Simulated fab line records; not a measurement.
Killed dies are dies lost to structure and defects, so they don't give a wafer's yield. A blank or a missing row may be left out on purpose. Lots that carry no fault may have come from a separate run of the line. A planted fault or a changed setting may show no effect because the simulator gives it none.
Chamber matching ; flow gf180mcu ; GF_V1_CMP_04 on cmp-01 has 4 sister chambers
The step polishes SiO2. 4 wafers are shown with their chamber, then 7 later ones without.

## WAFERS WITH THEIR CHAMBER
wafer;chamber;motor_current_A (A)
L434.5;0;12.3
L452.5;2;14.1
L454.1;3;14.0
L454.3;1;11.8

## WAFERS MISSING THEIR CHAMBER
wafer;motor_current_A (A)
L454.6;13.4
L455.1;12.7
L455.2;12.1
L455.4;14.2
L456.2;14.7
L456.3;12.3
L456.4;11.9

## CHAMBER TAKEN BY EACH
wafer;from the rows above;in truth
L454.6;can't be placed: 3 or 2 or 0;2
L455.1;can't be placed: 0 or 1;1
L455.2;can't be placed: 0 or 1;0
L455.4;can't be placed: 2 or 3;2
L456.2;can't be placed: 2 or 3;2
L456.3;can't be placed: 0 or 1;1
L456.4;can't be placed: 1 or 0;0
Placed correctly: 0 of 7. From these rows, 7 cannot be placed; in 7 the true chamber is one of the candidates. Number placed wrongly: 0.
How it was worked out, from the rows above alone: a wafer's distance from a chamber is the root of the sum, over the readings, of the square of ((its reading less the chamber's mean) divided by the reading's scatter). If the next closest chamber is less than 2 further off than the closest, the wafer can't be placed; otherwise it belongs to the closest. A chamber's mean is the mean of its shown wafers. The scatter: with one shown wafer a chamber, the root of the mean of the squares of how far each hidden wafer lies from its nearest shown one.
